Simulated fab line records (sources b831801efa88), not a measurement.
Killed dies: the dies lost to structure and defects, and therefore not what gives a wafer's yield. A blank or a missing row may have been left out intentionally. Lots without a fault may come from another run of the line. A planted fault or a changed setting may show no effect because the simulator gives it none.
fab line records	flow sky130
[record] lots = 12	wafers = 36	last_day = 50
route steps=708 shown VT_ADJUST_NCORE@127 VT_ADJUST_HVTR@142 SONOS_TUNNEL@166 SONOS_ONO@183 PAD_OPEN@708
lots that met no fault: taken from a fault-free run of the same line
start_h: hours from the record's first day to the start of the lot's first wafer shown	wait_h: time in hours since the lot's previous step	" same as the row above	L1.1+2: a row that stands for several wafers	- value missing, or start not given	* or withheld: withheld	< > ~ a bound
route shown NAME@n: a module of which the file shows steps, and the number in the route of the first	usual: the fault-free wafers' mean and standard deviation	same: alike in all rows	chamber/n: place in a boat	sites: each site's reading	_std_site: the standard deviation of these	_edge_site: mean of outer sites minus mean of inner sites	radius_mm: how far each site lies from the wafer's centre	mask NAME#n: copy n	behind: the tool/chamber that last shaped the wafer	hold: reason for holding the lot/hours on hold/outcome of the hold	device: the n, p or np transistor that did not switch	end of line: tests of these same wafers at the route's end	a step without rows: its recipe alone	killed: dies lost to structure and defects at the first sort, not the wafer's yield	map: the dies of a wafer, with x for killed, . for not killed, _ for no die there
set.NAME: the run value of the setting; set.NAME@STEP: its run value at that earlier step	model.NAME: the simulator's own value behind a step, which no gauge read
the route's steps for a sample of lots (tables are steps, rows are wafers)
services: from which hour (start_h, from the record's first day; less than 0 if before it) a tool's chamber was out of use, for how many hours, and why
[[steps]]
[step SKY_VT_ADJUST_NCORE_OVL_MEAS_08]
[usual] VT_ADJUST_NCORE_OVL = -0.2/1.7
lot.wafer	tool	chamber	start_h	wait_h	VT_ADJUST_NCORE_OVL[nm]
L872.1	overlay-02	-	180.60	0.1	0.7
L872.2	"	-	"	"	-0.6
L872.5	"	-	"	"	-0.5
L874.1	overlay-01	-	194.17	0.1	0.6
L874.3	"	-	"	"	-0.3
L874.4	"	-	"	"	-0.2
L877.1	overlay-02	-	215.35	0.1	0.6
L877.2	"	-	"	"	1.3
L877.4	"	-	"	"	1.1
L880.2	overlay-02	-	238.93	0.1	1.0
L880.5	"	-	"	"	2.3
L880.6	"	-	"	"	0.7
L881.3	overlay-02	-	249.79	0.1	-2.0
L881.4	"	-	"	"	-0.1
L881.6	"	-	"	"	-2.0
L882.1	overlay-01	-	251.87	0.1	-0.5
L882.3	"	-	"	"	-1.4
L882.5	"	-	"	"	-0.9
L883.1	overlay-01	-	261.07	0.1	0.4
L883.3	"	-	"	"	0.7
L883.6	"	-	"	"	-1.4
L885.1	overlay-01	-	270.25	0.1	3.6
L885.2	"	-	"	"	1.9
L885.4	"	-	"	"	1.5
L890.1	overlay-02	-	317.03	0.1	-0.4
L890.4	"	-	"	"	0.2
L890.6	"	-	"	"	0.9
L891.1	overlay-02	-	319.95	0.1	2.3
L891.3	"	-	"	"	1.2
L891.6	"	-	"	"	2.6
L893.2	overlay-02	-	360.63	0.1	0.7
L893.4	"	-	"	"	0.4
L893.6	"	-	"	"	2.1
L894.1	overlay-01	-	361.17	0.1	2.2
L894.2	"	-	"	"	1.1
L894.6	"	-	"	"	1.8
[step SKY_VT_ADJUST_HVTR_TW_MEAS_11]
[usual] VT_ADJUST_HVTR_TW = 213.2/2.6
lot.wafer	tool	chamber	start_h	wait_h	VT_ADJUST_HVTR_TW
L872.1	film_metro-03	-	201.89	0.1	209.9
L872.2	"	-	"	"	209.2
L872.5	"	-	"	"	208.8
L874.1	film_metro-01	-	216.89	0.1	214.6
L874.3	"	-	"	"	214.2
L874.4	"	-	"	"	215.5
L877.1	film_metro-01	-	238.17	0.1	214.7
L877.2	"	-	"	"	214.3
L877.4	"	-	"	"	215.4
L880.2	film_metro-03	-	262.87	0.1	209.3
L880.5	"	-	"	"	209.4
L880.6	"	-	"	"	210.5
L881.3	film_metro-01	-	273.90	0.1	215.8
L881.4	"	-	"	"	216.2
L881.6	"	-	"	"	217.2
L882.1	film_metro-03	-	275.38	0.1	210.3
L882.3	"	-	"	"	209.8
L882.5	"	-	"	"	210.8
L883.1	film_metro-04	-	285.46	0.1	210.6
L883.3	"	-	"	"	211.2
L883.6	"	-	"	"	211.1
L885.1	film_metro-01	-	295.18	0.1	215.9
L885.2	"	-	"	"	215.7
L885.4	"	-	"	"	214.3
L890.1	film_metro-01	-	343.42	0.1	215.8
L890.4	"	-	"	"	215.8
L890.6	"	-	"	"	216.1
L891.1	film_metro-01	-	347.41	0.1	215.9
L891.3	"	-	"	"	215.8
L891.6	"	-	"	"	215.7
L893.2	film_metro-03	-	387.79	0.1	210.6
L893.4	"	-	"	"	212.3
L893.6	"	-	"	"	210.3
L894.1	film_metro-03	-	389.03	0.1	212.5
L894.2	"	-	"	"	210.1
L894.6	"	-	"	"	210.5
[step SKY_SONOS_TUNNEL_TW_MEAS_12]
[usual] SONOS_TUNNEL_TW = 200.2/2.2
lot.wafer	tool	chamber	start_h	wait_h	SONOS_TUNNEL_TW
L872.1	film_metro-01	-	246.46	0.0	203.2
L872.2	"	-	"	"	202.2
L872.5	"	-	"	"	202.2
L874.1	film_metro-02	-	262.80	0.0	200.5
L874.3	"	-	"	"	200.6
L874.4	"	-	"	"	199.6
L877.1	film_metro-01	-	286.17	0.0	202.4
L877.2	"	-	"	"	202.1
L877.4	"	-	"	"	201.4
L880.2	film_metro-02	-	312.37	0.0	200.2
L880.5	"	-	"	"	199.6
L880.6	"	-	"	"	199.5
L881.3	film_metro-01	-	324.01	0.0	201.2
L881.4	"	-	"	"	201.8
L881.6	"	-	"	"	201.0
L882.1	film_metro-01	-	326.33	0.0	201.6
L882.3	"	-	"	"	200.6
L882.5	"	-	"	"	200.8
L883.1	film_metro-02	-	336.58	0.0	200.5
L883.3	"	-	"	"	200.7
L883.6	"	-	"	"	200.9
L885.1	film_metro-01	-	349.10	0.0	202.4
L885.2	"	-	"	"	201.3
L885.4	"	-	"	"	201.9
L890.1	film_metro-03	-	398.62	0.0	197.7
L890.4	"	-	"	"	196.7
L890.6	"	-	"	"	197.3
L891.1	film_metro-02	-	403.14	0.0	199.5
L891.3	"	-	"	"	199.2
L891.6	"	-	"	"	199.8
L893.2	film_metro-01	-	448.30	0.0	202.6
L893.4	"	-	"	"	202.5
L893.6	"	-	"	"	202.3
L894.1	film_metro-03	-	449.68	0.0	197.2
L894.2	"	-	"	"	197.6
L894.6	"	-	"	"	197.4
[step SKY_SONOS_ONO_ETCH_15]
[recipe] target_depth_nm = 19.52	chemistry = CHF3/O2	source_w = 600	bias_w = 200	pressure_mtorr = 40	chf3_flow_sccm = 50	O2_flow_sccm = 5	time_s = 7.8
[usual] O2_flow_sccm = 4.998/0.014	bias_w = 200.0/0.61	drypump_motor_current_A = 5.9/0.53	oes_product_au = 1.003/0.012	throttle_valve_pct = 8.825/0.0091
lot.wafer	tool	chamber	start_h	wait_h	O2_flow_sccm	bias_w	drypump_motor_current_A	oes_product_au	rf_hours_counter_h	throttle_valve_pct
L872.1	rie_diel-01	1	274.53	0.0	4.993	200.3	6.0	1.017	63	8.837
L872.2	"	0	"	"	4.983	199.8	5.5	0.997	91	8.810
L872.5	"	3	"	"	4.982	200.6	4.7	0.992	-	8.820
L874.1	rie_diel-04	3	297.36	0.0	4.995	200.1	6.3	0.997	55	8.838
L874.3	"	2	"	"	4.992	200.1	6.4	0.992	3	8.834
L874.4	"	1	"	"	5.001	200.4	5.8	1.004	1	8.826
L877.1	rie_diel-04	1	318.38	0.0	4.997	200.0	5.9	1.007	1	8.838
L877.2	"	3	"	"	4.971	199.6	6.3	0.983	55	8.825
L877.4	"	0	"	"	4.974	200.2	6.6	1.026	105	8.815
L880.2	rie_diel-04	1	343.58	0.0	-	-	-	-	-	-
L880.5	"	2	"	"	-	-	-	-	-	-
L880.6	"	3	"	"	-	-	-	-	-	-
L881.3	rie_diel-03	3	354.56	0.0	-	-	-	-	-	-
L881.4	"	0	"	"	-	-	-	-	-	-
L881.6	"	1	"	"	-	-	-	-	-	-
L882.1	rie_diel-01	0	359.33	0.0	-	-	-	-	-	-
L882.3	"	1	"	"	-	-	-	-	-	-
L882.5	"	3	"	"	-	-	-	-	-	-
L883.1	rie_diel-01	0	368.51	0.0	5.017	200.1	5.5	0.998	93	8.837
L883.3	"	2	"	"	5.002	200.3	6.2	0.974	0	8.812
L883.6	"	3	"	"	5.021	200.9	4.7	1.000	-	8.825
L885.1	rie_diel-01	0	382.03	0.0	5.019	200.3	5.5	0.998	94	8.819
L885.2	"	3	"	"	5.007	199.8	4.7	0.993	5	8.824
L885.4	"	2	"	"	4.988	199.4	6.3	0.992	0	8.821
L890.1	rie_diel-03	3	433.36	0.0	4.989	199.4	5.4	1.000	9	8.833
L890.4	"	0	"	"	5.009	198.9	6.2	0.993	13	8.839
L890.6	"	2	"	"	4.969	200.8	5.9	0.994	-	8.810
L891.1	rie_diel-03	1	439.56	0.0	5.003	200.4	6.0	1.000	16	8.810
L891.3	"	0	"	"	5.012	200.3	6.2	0.987	13	8.812
L891.6	"	2	"	"	4.984	198.9	5.9	0.995	-	8.831
L893.2	rie_diel-01	2	484.16	0.0	4.998	201.4	6.2	0.993	2	8.811
L893.4	"	1	"	"	4.980	200.4	6.1	1.025	-	8.827
L893.6	"	3	"	"	4.979	199.6	4.7	0.996	-	8.826
L894.1	rie_diel-01	1	485.58	0.0	5.001	199.9	6.0	1.020	67	8.825
L894.2	"	3	"	"	5.007	200.1	4.7	1.011	7	8.842
L894.6	"	2	"	"	4.996	199.8	6.2	1.006	-	8.827
[step SKY_SONOS_ONO_STRIP_17]
[recipe] chemistry = O2/N2	power_w = 1400	pressure_mtorr = 1500	platen_temp_c = withheld	o2_flow_sccm = 3000	n2_flow_sccm = 300	overash_fraction = 0.5
[usual] drypump_motor_current_A = 5.69/0.26	n2_flow_sccm = 299.9/0.89	oes_product_au = 0.710/0.0047	strip_time_to_endpoint_s = 14.09/0.037
[same] overash_fraction = 0.5
lot.wafer	tool	chamber	start_h	wait_h	drypump_motor_current_A	n2_flow_sccm	oes_product_au	rf_hours_counter_h	strip_time_to_endpoint_s
L872.1	plasma_asher-01	1	274.64	0.0	5.30	300.1	0.705	16	14.09
L872.2	"	0	"	"	5.74	299.5	0.711	16	14.09
L872.5	"	1	"	"	5.29	300.3	0.710	-	14.07
L874.1	plasma_asher-04	1	297.55	0.0	5.97	297.9	0.703	60	14.13
L874.3	"	0	"	"	5.47	299.5	0.707	-	14.14
L874.4	"	1	"	"	5.94	297.8	0.711	-	14.14
L877.1	plasma_asher-01	1	318.50	0.0	5.30	299.1	0.704	20	14.13
L877.2	"	0	"	"	5.77	299.8	0.712	20	14.09
L877.4	"	1	"	"	5.31	299.6	0.720	-	14.15
L880.2	plasma_asher-04	1	343.70	0.0	5.93	300.7	0.715	65	14.19
L880.5	"	0	"	"	5.53	297.6	0.707	-	14.20
L880.6	"	1	"	"	5.94	300.1	0.711	-	14.20
L881.3	plasma_asher-01	1	354.71	0.0	5.31	300.5	0.709	-	14.23
L881.4	"	0	"	"	5.77	299.0	0.718	-	14.22
L881.6	"	1	"	"	5.28	298.7	0.708	-	14.23
L882.1	plasma_asher-04	0	359.44	0.0	5.49	299.3	0.725	66	14.15
L882.3	"	0	"	"	5.53	300.2	0.722	-	14.13
L882.5	"	1	"	"	5.96	299.3	0.716	-	14.12
L883.1	plasma_asher-04	1	368.62	0.0	5.95	299.2	0.722	67	14.08
L883.3	"	1	"	"	5.93	300.8	0.714	-	14.15
L883.6	"	1	"	"	5.93	300.3	0.708	-	14.10
L885.1	plasma_asher-01	1	382.14	0.0	5.29	300.4	0.709	26	14.07
L885.2	"	0	"	"	5.77	299.4	0.709	26	14.08
L885.4	"	0	"	"	5.76	300.1	0.711	-	14.10
L890.1	plasma_asher-01	1	433.47	0.0	5.29	300.0	0.706	33	14.08
L890.4	"	0	"	"	5.78	301.0	0.714	-	14.10
L890.6	"	0	"	"	5.77	300.9	0.708	-	14.13
L891.1	plasma_asher-03	1	439.67	0.0	5.67	300.1	0.712	1	14.05
L891.3	"	0	"	"	6.08	299.2	0.702	-	14.00
L891.6	"	0	"	"	6.07	299.1	0.717	-	14.02
L893.2	plasma_asher-01	1	484.27	0.0	5.31	300.8	0.712	38	14.07
L893.4	"	0	"	"	5.79	301.3	0.714	-	14.08
L893.6	"	1	"	"	5.30	301.0	0.715	-	14.09
L894.1	plasma_asher-01	1	485.69	0.0	5.30	300.9	0.715	38	14.08
L894.2	"	0	"	"	5.78	299.0	0.713	38	14.10
L894.6	"	0	"	"	5.78	299.8	0.715	-	14.10
[step SKY_PAD_OPEN_PROBE_99]
[usual] killed_at_M0_to_M3 = 42/6.6	killed_at_M4_up = 3.1/1.9	killed_at_contacts = 24/5.6	killed_at_front_end = 15/4.8	killed_at_other = 0.3/0.48	killed_dies = 84/10	killed_open = 47/6.8	killed_short = 37/6.8
[same] gross_dies = 492	killed_at_back_side = 0
lot.wafer	tool	chamber	start_h	wait_h	killed_at_M0_to_M3	killed_at_M4_up	killed_at_contacts	killed_at_front_end	killed_at_other	killed_dies	killed_open	killed_short
L872.1	prober-01	-	1071.87	0.1	43	4	30	18	1	96	58	37
L872.2	prober-01	-	1071.92	0.1	26	2	21	9	0	58	38	20
L872.5	prober-01	-	1072.07	0.2	45	6	25	23	1	100	60	40
L874.1	prober-01	-	1088.72	0.1	47	3	19	13	1	83	49	34
L874.3	prober-01	-	1088.82	0.2	42	2	28	21	0	93	50	43
L874.4	prober-01	-	1088.87	0.2	46	2	22	31	0	101	51	50
L877.1	prober-02	-	1106.63	0.1	47	3	18	20	0	88	52	36
L877.2	prober-02	-	1106.68	0.1	25	3	28	11	0	67	47	20
L877.4	prober-02	-	1106.78	0.2	40	3	25	18	0	86	44	42
L880.2	prober-01	-	1126.58	0.1	44	7	26	12	1	90	46	44
L880.5	prober-01	-	1126.73	0.2	29	4	31	10	0	74	43	31
L880.6	prober-01	-	1126.78	0.2	35	6	24	15	0	80	46	34
L881.3	prober-02	-	1136.61	0.2	41	2	19	12	0	74	47	27
L881.4	prober-02	-	1136.66	0.2	35	2	28	17	0	82	40	42
L881.6	prober-02	-	1136.76	0.2	44	5	22	20	0	91	50	41
L882.1	prober-01	-	1137.80	0.1	49	3	20	10	0	82	52	30
L882.3	prober-01	-	1137.90	0.2	37	3	31	12	0	83	43	40
L882.5	prober-01	-	1138.00	0.2	31	8	19	15	0	73	44	29
L883.1	prober-01	-	1145.48	0.1	29	2	23	12	1	67	34	33
L883.3	prober-01	-	1145.58	0.2	47	6	22	13	0	88	47	41
L883.6	prober-01	-	1145.73	0.3	49	0	23	16	0	88	55	33
L885.1	prober-02	-	1153.48	0.1	41	2	26	11	0	80	42	38
L885.2	prober-02	-	1153.53	0.1	46	4	38	7	0	95	56	39
L885.4	prober-02	-	1153.63	0.2	45	2	29	16	0	92	44	48
L890.1	prober-01	-	1180.73	0.1	43	3	29	19	0	94	58	36
L890.4	prober-01	-	1180.88	0.2	44	2	27	9	0	82	41	41
L890.6	prober-01	-	1180.98	0.2	47	1	21	15	0	84	51	33
L891.1	prober-02	-	1181.44	0.1	28	4	21	8	0	61	27	34
L891.3	prober-02	-	1181.54	0.2	31	3	29	14	1	78	45	33
L891.6	prober-02	-	1181.69	0.2	30	6	31	15	0	82	47	35
L894.1	prober-01	-	1205.10	0.1	54	4	25	21	1	105	47	58
L894.2	prober-01	-	1205.15	0.1	58	3	35	11	0	107	59	47
L894.6	prober-01	-	1205.35	0.2	39	5	23	15	0	82	48	34
L893.2	prober-01	-	1209.35	0.1	46	4	34	6	0	90	54	36
L893.4	prober-01	-	1209.45	0.2	47	3	8	17	0	75	39	36
L893.6	prober-01	-	1209.55	0.2	38	3	20	16	0	77	41	36
// killed by level:class
L872.1 CONTACT:geometric_particle:open=11 POLY_GATE:geometric_particle:open=9 LOCAL_INTERCONNECT:geometric_particle:short=9 VIA1:geometric_particle:open=9 VIA2:geometric_particle:open=8 METAL2:geometric_particle:short=7 LI_CONTACT:geometric_particle:open=7 METAL1:geometric_particle:short=4
L872.2 CONTACT:geometric_particle:open=11 VIA1:geometric_particle:open=6 VIA2:geometric_particle:open=5 VIA3:geometric_particle:open=5 LI_CONTACT:geometric_particle:open=4 LOCAL_INTERCONNECT:geometric_particle:short=4 POLY_GATE:geometric_particle:open=3 METAL2:geometric_particle:short=3
L872.5 VIA1:geometric_particle:open=12 CONTACT:geometric_particle:open=10 VIA2:geometric_particle:open=10 POLY_GATE:geometric_particle:open=8 FIELD_ISO:geometric_particle:short=6 LI_CONTACT:geometric_particle:open=6 VIA2:geometric_particle:short=5 POLY_GATE:geometric_particle:short=4
L874.1 VIA1:geometric_particle:open=10 METAL1:geometric_particle:short=8 VIA3:geometric_particle:open=8 POLY_GATE:geometric_particle:open=6 CONTACT:geometric_particle:open=6 LI_CONTACT:geometric_particle:open=5 CONTACT:geometric_particle:short=5 METAL2:geometric_particle:short=5
L874.3 LI_CONTACT:geometric_particle:open=10 CONTACT:geometric_particle:open=10 VIA1:geometric_particle:open=8 POLY_GATE:geometric_particle:short=6 VIA1:geometric_particle:short=6 VIA2:geometric_particle:open=6 LOCAL_INTERCONNECT:geometric_particle:short=5 METAL1:geometric_particle:short=5
L874.4 CONTACT:geometric_particle:open=10 FIELD_ISO:geometric_particle:open=9 VIA1:geometric_particle:open=8 VIA2:geometric_particle:short=8 VIA1:geometric_particle:short=6 VIA3:geometric_particle:open=6 FIELD_ISO:geometric_particle:short=5 POLY_GATE:geometric_particle:short=5
L877.1 VIA1:geometric_particle:open=15 POLY_GATE:geometric_particle:open=8 VIA2:geometric_particle:open=6 LI_CONTACT:geometric_particle:open=6 LOCAL_INTERCONNECT:geometric_particle:short=5 VIA1:geometric_particle:short=5 METAL2:geometric_particle:short=5 CONTACT:geometric_particle:open=4
L877.2 CONTACT:geometric_particle:open=11 LI_CONTACT:geometric_particle:open=9 VIA1:geometric_particle:open=8 METAL2:geometric_particle:short=5 VIA3:geometric_particle:open=3 POLY_GATE:geometric_particle:open=3 SPACER:geometric_particle:open=3 METAL2:geometric_particle:open=3
L877.4 CONTACT:geometric_particle:open=8 VIA1:geometric_particle:open=8 FIELD_ISO:geometric_particle:open=6 METAL2:geometric_particle:short=6 VIA2:geometric_particle:open=6 VIA3:geometric_particle:short=6 LOCAL_INTERCONNECT:geometric_particle:short=5 CONTACT:geometric_particle:short=5
L880.2 VIA1:geometric_particle:open=10 VIA2:geometric_particle:open=9 CONTACT:geometric_particle:open=7 VIA3:geometric_particle:open=7 LI_CONTACT:geometric_particle:open=6 LOCAL_INTERCONNECT:geometric_particle:short=6 CONTACT:geometric_particle:short=5 METAL1:geometric_particle:short=5
L880.5 CONTACT:geometric_particle:open=12 VIA1:geometric_particle:open=11 FIELD_ISO:geometric_particle:open=6 LI_CONTACT:geometric_particle:open=5 LOCAL_INTERCONNECT:geometric_particle:short=5 CONTACT:geometric_particle:short=5 VIA1:geometric_particle:short=5 METAL2:geometric_particle:short=4
L880.6 LI_CONTACT:geometric_particle:open=10 CONTACT:geometric_particle:open=9 VIA1:geometric_particle:open=7 POLY_GATE:geometric_particle:short=6 VIA2:geometric_particle:open=5 METAL4:geometric_particle:short=5 POLY_GATE:geometric_particle:open=4 METAL2:geometric_particle:open=4
L881.3 VIA1:geometric_particle:open=10 VIA2:geometric_particle:open=10 CONTACT:geometric_particle:open=8 METAL2:geometric_particle:short=6 FIELD_ISO:geometric_particle:open=4 LI_CONTACT:geometric_particle:open=4 CONTACT:geometric_particle:short=4 VIA3:geometric_particle:open=4
L881.4 CONTACT:geometric_particle:open=10 CONTACT:geometric_particle:short=8 VIA3:geometric_particle:open=7 FIELD_ISO:geometric_particle:open=6 METAL2:geometric_particle:short=6 FIELD_ISO:geometric_particle:short=5 LI_CONTACT:geometric_particle:open=5 VIA1:geometric_particle:short=5
L881.6 VIA1:geometric_particle:open=9 CONTACT:geometric_particle:open=8 VIA3:geometric_particle:open=8 FIELD_ISO:geometric_particle:open=7 METAL2:geometric_particle:short=7 METAL1:geometric_particle:short=6 FIELD_ISO:geometric_particle:short=5 LI_CONTACT:geometric_particle:open=4
L882.1 VIA1:geometric_particle:open=12 VIA3:geometric_particle:open=10 CONTACT:geometric_particle:open=9 METAL2:geometric_particle:short=8 LI_CONTACT:geometric_particle:open=5 CONTACT:geometric_particle:short=5 VIA2:geometric_particle:open=5 FIELD_ISO:geometric_particle:open=3
L882.3 CONTACT:geometric_particle:open=12 METAL1:geometric_particle:short=8 CONTACT:geometric_particle:short=8 VIA1:geometric_particle:open=7 LI_CONTACT:geometric_particle:open=5 VIA1:geometric_particle:short=4 VIA2:geometric_particle:open=4 VIA3:geometric_particle:open=4
L882.5 CONTACT:geometric_particle:open=8 VIA1:geometric_particle:open=8 LI_CONTACT:geometric_particle:open=7 METAL1:geometric_particle:short=6 VIA3:geometric_particle:open=6 FIELD_ISO:geometric_particle:short=5 METAL4:geometric_particle:short=5 FIELD_ISO:geometric_particle:open=4
L883.1 VIA1:geometric_particle:open=7 METAL1:geometric_particle:short=7 LI_CONTACT:geometric_particle:open=7 CONTACT:geometric_particle:short=7 CONTACT:geometric_particle:open=7 POLY_GATE:geometric_particle:open=4 METAL2:geometric_particle:short=4 VIA2:geometric_particle:open=3
L883.3 CONTACT:geometric_particle:open=10 VIA3:geometric_particle:open=10 VIA2:geometric_particle:open=8 METAL1:geometric_particle:short=7 VIA1:geometric_particle:open=6 FIELD_ISO:geometric_particle:short=5 LI_CONTACT:geometric_particle:open=5 METAL2:geometric_particle:short=5
L883.6 VIA1:geometric_particle:open=11 VIA2:geometric_particle:open=10 CONTACT:geometric_particle:open=9 POLY_GATE:geometric_particle:short=6 CONTACT:geometric_particle:short=6 LI_CONTACT:geometric_particle:open=5 VIA3:geometric_particle:open=5 VIA1:geometric_particle:short=5
L885.1 CONTACT:geometric_particle:open=13 VIA1:geometric_particle:open=13 METAL2:geometric_particle:short=11 CONTACT:geometric_particle:short=6 LI_CONTACT:geometric_particle:open=5 VIA2:geometric_particle:open=5 POLY_GATE:geometric_particle:short=4 VIA1:geometric_particle:short=4
L885.2 CONTACT:geometric_particle:open=14 VIA1:geometric_particle:open=13 LI_CONTACT:geometric_particle:open=9 CONTACT:geometric_particle:short=7 VIA2:geometric_particle:open=7 VIA1:geometric_particle:short=6 LOCAL_INTERCONNECT:geometric_particle:short=5 VIA3:geometric_particle:open=5
L885.4 VIA1:geometric_particle:open=13 CONTACT:geometric_particle:open=9 METAL2:geometric_particle:short=8 FIELD_ISO:geometric_particle:short=7 LI_CONTACT:geometric_particle:open=6 CONTACT:geometric_particle:short=6 METAL1:geometric_particle:short=6 VIA3:geometric_particle:open=6
L890.1 VIA1:geometric_particle:open=13 CONTACT:geometric_particle:open=10 VIA3:geometric_particle:open=7 FIELD_ISO:geometric_particle:open=5 LI_CONTACT:geometric_particle:short=5 LI_CONTACT:geometric_particle:open=5 LOCAL_INTERCONNECT:geometric_particle:short=5 VIA2:geometric_particle:open=5
L890.4 VIA3:geometric_particle:open=10 LOCAL_INTERCONNECT:geometric_particle:short=9 VIA1:geometric_particle:short=8 CONTACT:geometric_particle:open=7 VIA1:geometric_particle:open=7 VIA2:geometric_particle:open=6 CONTACT:geometric_particle:short=5 LI_CONTACT:geometric_particle:open=4
L890.6 VIA1:geometric_particle:open=13 LI_CONTACT:geometric_particle:open=11 VIA2:geometric_particle:open=10 METAL1:geometric_particle:short=6 FIELD_ISO:geometric_particle:short=5 LOCAL_INTERCONNECT:geometric_particle:short=4 VIA3:geometric_particle:open=4 POLY_CUT:geometric_particle:open=3
L891.1 VIA2:geometric_particle:short=7 METAL2:geometric_particle:short=7 LI_CONTACT:geometric_particle:open=5 CONTACT:geometric_particle:open=5 LOCAL_INTERCONNECT:geometric_particle:short=4 CONTACT:geometric_particle:short=4 LI_CONTACT:geometric_particle:short=3 VIA1:geometric_particle:open=3
L891.3 CONTACT:geometric_particle:open=10 LI_CONTACT:geometric_particle:open=8 LOCAL_INTERCONNECT:geometric_particle:short=8 VIA2:geometric_particle:open=7 VIA3:geometric_particle:open=6 METAL1:geometric_particle:short=6 FIELD_ISO:geometric_particle:open=4 VIA1:geometric_particle:open=4
L891.6 CONTACT:geometric_particle:open=17 METAL2:geometric_particle:short=7 POLY_GATE:geometric_particle:open=5 LI_CONTACT:geometric_particle:open=5 VIA1:geometric_particle:open=5 LOCAL_INTERCONNECT:geometric_particle:short=5 VIA2:geometric_particle:open=4 VIA3:geometric_particle:open=4
L894.1 VIA1:geometric_particle:open=13 METAL2:geometric_particle:short=9 CONTACT:geometric_particle:short=7 FIELD_ISO:geometric_particle:short=6 VIA3:geometric_particle:short=6 VIA1:geometric_particle:short=6 VIA3:geometric_particle:open=6 VIA2:geometric_particle:open=5
L894.2 VIA1:geometric_particle:open=15 CONTACT:geometric_particle:open=12 VIA3:geometric_particle:open=10 METAL2:geometric_particle:short=9 LI_CONTACT:geometric_particle:open=7 CONTACT:geometric_particle:short=7 VIA2:geometric_particle:open=7 LOCAL_INTERCONNECT:geometric_particle:short=5
L894.6 VIA1:geometric_particle:open=10 VIA3:geometric_particle:open=8 CONTACT:geometric_particle:open=7 LI_CONTACT:geometric_particle:open=6 POLY_GATE:geometric_particle:short=5 VIA1:geometric_particle:short=4 CONTACT:geometric_particle:short=4 VIA2:geometric_particle:short=4
L893.2 CONTACT:geometric_particle:open=14 VIA1:geometric_particle:open=14 LI_CONTACT:geometric_particle:open=6 METAL2:geometric_particle:short=6 VIA2:geometric_particle:open=5 LOCAL_INTERCONNECT:geometric_particle:short=5 VIA3:geometric_particle:open=5 CONTACT:geometric_particle:short=5
L893.4 VIA1:geometric_particle:open=8 VIA1:geometric_particle:short=8 VIA2:geometric_particle:open=7 POLY_GATE:geometric_particle:short=5 LI_CONTACT:geometric_particle:open=5 FIELD_ISO:geometric_particle:open=4 VIA3:geometric_particle:open=4 VIA3:geometric_particle:short=4
L893.6 LI_CONTACT:geometric_particle:open=9 POLY_GATE:geometric_particle:short=6 CONTACT:geometric_particle:open=6 METAL1:geometric_particle:short=6 VIA3:geometric_particle:open=6 FIELD_ISO:geometric_particle:open=5 VIA1:geometric_particle:open=5 METAL1:geometric_particle:open=4
[[services]]
tool	chamber	start_h	hours	kind
plasma_asher-04	-	271.55	1.2	repair
plasma_asher-01	-	278.31	0.7	repair
plasma_asher-04	-	303.58	0.5	repair
rie_diel-01	2	332.76	-	clean
rie_diel-01	2	332.76	29.1	scheduled_down
rie_diel-01	2	332.76	29.1	vent_cycle
plasma_asher-03	-	344.54	0.8	repair
rie_diel-03	0	370.44	11.0	repair
rie_diel-03	3	387.80	1.6	repair
rie_diel-01	-	388.20	4.0	pm
rie_diel-04	2	388.60	6.8	repair
rie_diel-04	0	392.80	4.3	repair
rie_diel-01	-	393.20	0.4	repair
rie_diel-04	0	407.26	-	clean
rie_diel-04	0	407.26	14.3	scheduled_down
rie_diel-04	0	407.26	14.3	vent_cycle
plasma_asher-04	-	411.43	14.6	pm
plasma_asher-03	-	421.25	9.0	pm
plasma_asher-03	0	421.25	9.0	vent_cycle
rie_diel-04	1	452.66	4.3	repair
rie_diel-04	2	460.63	3.3	repair
rie_diel-01	0	483.37	-	clean
rie_diel-01	0	483.37	20.0	scheduled_down
rie_diel-01	0	483.37	20.0	vent_cycle
[[key]]
[first_sign] step = SKY_SONOS_ONO_ETCH_15	reading = tool_record	direction = missing
[effect] step = SKY_SONOS_ONO_STRIP_17	reading = strip_time_to_endpoint_s	direction = up	sigmas = 2.6	usual = *	struck = *
met_at SKY_SONOS_ONO_ETCH_15
struck_lots L880,L881,L882
tester_left_out L880,L881,L882
not_acting_at SKY_VT_ADJUST_NCORE_OVL_MEAS_08,SKY_VT_ADJUST_HVTR_TW_MEAS_11,SKY_SONOS_TUNNEL_TW_MEAS_12
onset_between 318.38 343.58
[fault] kind = skipped_step_whole	tool = rie_diel-01,rie_diel-03,rie_diel-04	chamber = -	onset_h = 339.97	steps = SKY_SONOS_ONO_ETCH_15	scope = struck_lots_only
// tester_left_out: of these lots the tester's yield and bins aren't shown, on N5 and GAA mostly nor the transistor test; their killed dies are dies lost to structure and defects alone, not to doping, threshold or leakage, so they don't give the yield
